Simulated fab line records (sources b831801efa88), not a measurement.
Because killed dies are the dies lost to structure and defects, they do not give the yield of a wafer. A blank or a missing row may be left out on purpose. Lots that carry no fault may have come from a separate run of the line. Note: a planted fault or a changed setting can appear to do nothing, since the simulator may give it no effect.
Which of the tools did it? + flow sky130 + at 1 step of a route of 708, 6 lots with 18 wafers sampled

== WHAT THE GAUGES READ, wafer by wafer ==
SKY_METAL4_OVL_MEAS_14.
| lot  | measured     | on         | METAL4_OVL (nm) |
|------|--------------|------------|-----------------|
| L780 | day 41 23:53 | overlay-02 | -2 -4 2         |
| L783 | day 42 23:09 | overlay-02 | -2 4 0          |
| L785 | day 43 12:56 | overlay-02 | 0 -2 -8         |
| L788 | day 44 09:32 | overlay-02 | -1 -14 -10      |
| L790 | day 45 00:44 | overlay-01 | 4 4 0           |
| L797 | day 46 15:20 | overlay-02 | 5 2 -14         |

== TOOL THAT RAN EACH LOT (tool first, then ch and the chambers of the sampled wafers, then the start) ==
Before these readings, the record contains no process step.

== THE ANSWER, worked out from the rows above alone ==
Rule: usual is defined by the lots themselves. Put in order of their means at a reading, lots are off if they are a third of the lots or fewer, leave a main group of 4 or more, and stand apart from it by a gap of 3 or more times the standard deviation of the main group's means; of several such gaps the widest counts. If all means in a main group match to the digits the tables above print for the reading, that group is not used. A lot without any number at a reading at which 4 lots or more have one is off too. Where the step has rows for the other lots, those lots are counted as sound.
No lot is off at any reading shown: from this, nothing can be told.

== WHAT THE SIMULATOR HAD INSERTED ==
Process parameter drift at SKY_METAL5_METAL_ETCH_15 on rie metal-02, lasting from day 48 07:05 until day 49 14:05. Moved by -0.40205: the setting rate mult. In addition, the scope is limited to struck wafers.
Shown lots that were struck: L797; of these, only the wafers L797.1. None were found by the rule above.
